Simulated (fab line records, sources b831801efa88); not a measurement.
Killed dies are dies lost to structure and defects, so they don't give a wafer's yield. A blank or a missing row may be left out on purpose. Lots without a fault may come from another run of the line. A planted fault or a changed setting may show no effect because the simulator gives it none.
Chamber matching | flow sfq_line | SFQ_TRILAYER_I7_CMP_CMP_184 on cmp-01: 4 sister chambers
The step polishes SiO2. 4 wafers are shown with their chamber, then 8 later ones without.

WAFERS WITH THEIR CHAMBER
wafer  | chamber | motor_current_A (A)
L410.4 | 0       | 10.5
L412.4 | 2       | 10.5
L412.6 | 1       | 9.5
L414.1 | 3       | 9.7

WAFERS WITHOUT THEIR CHAMBER
wafer  | motor_current_A (A)
L414.2 | 10.5
L414.3 | 9.9
L415.3 | 11.2
L415.2 | 10.7
L415.6 | 11.1
L417.2 | 9.9
L417.3 | 9.9
L417.4 | 9.7

WHICH CHAMBER EACH WENT THROUGH
wafer  | from the rows above               | in truth
L414.2 | can't be placed: 0 or 2           | 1
L414.3 | can't be placed: 3 or 1 or 0 or 2 | 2
L415.3 | can't be placed: 0 or 2           | 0
L415.2 | can't be placed: 0 or 2           | 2
L415.6 | can't be placed: 0 or 2           | 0
L417.2 | can't be placed: 3 or 1 or 0 or 2 | 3
L417.3 | can't be placed: 3 or 1 or 0 or 2 | 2
L417.4 | can't be placed: 3 or 1           | 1
Placed correctly: 0 of 8. Can't be placed from these rows: 8 (the true chamber is among the candidates in 7). Placed wrongly: 0.
How it was worked out, from the rows above alone: a wafer's distance from a chamber is the root of the sum, over the readings, of the square of ((its reading less the chamber's mean) divided by the reading's scatter). The wafer belongs to the nearest chamber; if the next one is less than 2 further off, it can't be placed. A chamber's mean is the mean of its shown wafers. The scatter: with one shown wafer a chamber, the root of the mean of the squares of how far each hidden wafer lies from its nearest shown one.
